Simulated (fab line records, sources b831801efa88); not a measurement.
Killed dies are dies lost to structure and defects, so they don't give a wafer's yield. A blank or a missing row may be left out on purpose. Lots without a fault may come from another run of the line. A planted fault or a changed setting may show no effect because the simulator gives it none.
Chamber matching | flow sky130 | SKY_FIELD_ISO_ETCH_17 on rie_si-01: 4 sister chambers
The step etches Si in HBr/Cl2/O2, target depth 342 nm, time 97.7 s. 7 wafers are shown with their chamber, then 7 later ones without.

WAFERS WITH THEIR CHAMBER
wafer  | chamber | he_backside_leak_sccm (sccm) | chamber_pressure_mTorr (mTorr)
L973.2 | 1       | 2.67                         | 15.022
L976.3 | 2       | 2.60                         | 14.992
L979.2 | 0       | 3.00                         | 15.002
L979.3 | 2       | 2.69                         | 14.986
L979.4 | 3       | 3.06                         | 14.980
L980.1 | 3       | 3.09                         | 14.990
L980.4 | 0       | 3.11                         | 15.001

WAFERS WITHOUT THEIR CHAMBER
wafer  | he_backside_leak_sccm (sccm) | chamber_pressure_mTorr (mTorr)
L980.5 | 3.13                         | 15.013
L988.2 | 2.85                         | 15.000
L988.4 | 3.21                         | 14.996
L988.6 | 2.66                         | 15.002
L992.1 | 3.19                         | 14.995
L992.3 | 2.93                         | 15.012
L992.4 | 2.52                         | 14.995

WHICH CHAMBER EACH WENT THROUGH
wafer  | from the rows above          | in truth
L980.5 | 0                            | 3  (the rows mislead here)
L988.2 | can't be placed: 0 or 2 or 3 | 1
L988.4 | can't be placed: 0 or 3      | 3
L988.6 | can't be placed: 2 or 1      | 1
L992.1 | can't be placed: 0 or 3      | 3
L992.3 | can't be placed: 0 or 1      | 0
L992.4 | 2                            | 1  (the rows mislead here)
Placed correctly: 0 of 7. Can't be placed from these rows: 5 (the true chamber is among the candidates in 4). Placed wrongly: 2.
How it was worked out, from the rows above alone: a wafer's distance from a chamber is the root of the sum, over the readings, of the square of ((its reading less the chamber's mean) divided by the reading's scatter). The wafer belongs to the nearest chamber; if the next one is less than 2 further off, it can't be placed. A chamber's mean is the mean of its shown wafers. The scatter: the root of (the sum of the squares of (reading less its chamber's mean) over the shown wafers, divided by (wafers less chambers)).
